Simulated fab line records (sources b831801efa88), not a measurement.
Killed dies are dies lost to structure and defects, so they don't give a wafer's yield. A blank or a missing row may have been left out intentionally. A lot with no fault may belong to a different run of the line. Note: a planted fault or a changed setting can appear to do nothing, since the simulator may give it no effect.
Matching of chambers :: flow sky130 :: 4 sister chambers for SKY_FIELD_ISO_CMP_27 on cmp-01
The step polishes, stops on Si3N4, t overpolish 16 s, target thk 457.8 nm. 4 wafers are shown with their chamber, then 9 later ones without.

## WAFERS, EACH WITH ITS CHAMBER
wafer: L415.4
chamber: 1
motor_current_A (A): 13.2

wafer: L417.1
chamber: 0
motor_current_A (A): 10.7

wafer: L417.2
chamber: 3
motor_current_A (A): 11.8

wafer: L417.6
chamber: 2
motor_current_A (A): 10.8

## WAFERS WITH NO CHAMBER GIVEN
wafer: L418.3
motor_current_A (A): 11.5

wafer: L418.4
motor_current_A (A): 13.5

wafer: L418.5
motor_current_A (A): 12.5

wafer: L419.3
motor_current_A (A): 12.1

wafer: L419.4
motor_current_A (A): 11.2

wafer: L419.5
motor_current_A (A): 11.5

wafer: L420.1
motor_current_A (A): 11.2

wafer: L420.2
motor_current_A (A): 13.1

wafer: L420.5
motor_current_A (A): 10.9

## CHAMBER TAKEN BY EACH
wafer: L418.3
from the rows above: can't be placed: 3 or 2 or 0
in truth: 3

wafer: L418.4
from the rows above: 1
in truth: 1

wafer: L418.5
from the rows above: can't be placed: 1 or 3
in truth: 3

wafer: L419.3
from the rows above: 3
in truth: 3

wafer: L419.4
from the rows above: can't be placed: 2 or 0 or 3
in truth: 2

wafer: L419.5
from the rows above: can't be placed: 3 or 2 or 0
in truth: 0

wafer: L420.1
from the rows above: can't be placed: 2 or 0 or 3
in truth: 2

wafer: L420.2
from the rows above: 1
in truth: 1

wafer: L420.5
from the rows above: can't be placed: 2 or 0
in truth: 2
3 of 9 placed correctly. From these rows, 6 cannot be placed; in 6 the true chamber is one of the candidates. Wrongly placed: 0.
How it was worked out, from the rows above alone: a wafer's distance from a chamber is the root of the sum, over the readings, of the square of ((its reading less the chamber's mean) divided by the reading's scatter). The wafer belongs to the nearest chamber; if the next one is less than 2 further off, it can't be placed. For every chamber, the mean is computed from those of its wafers that are shown. The scatter: with one shown wafer a chamber, the root of the mean of the squares of how far each hidden wafer lies from its nearest shown one.
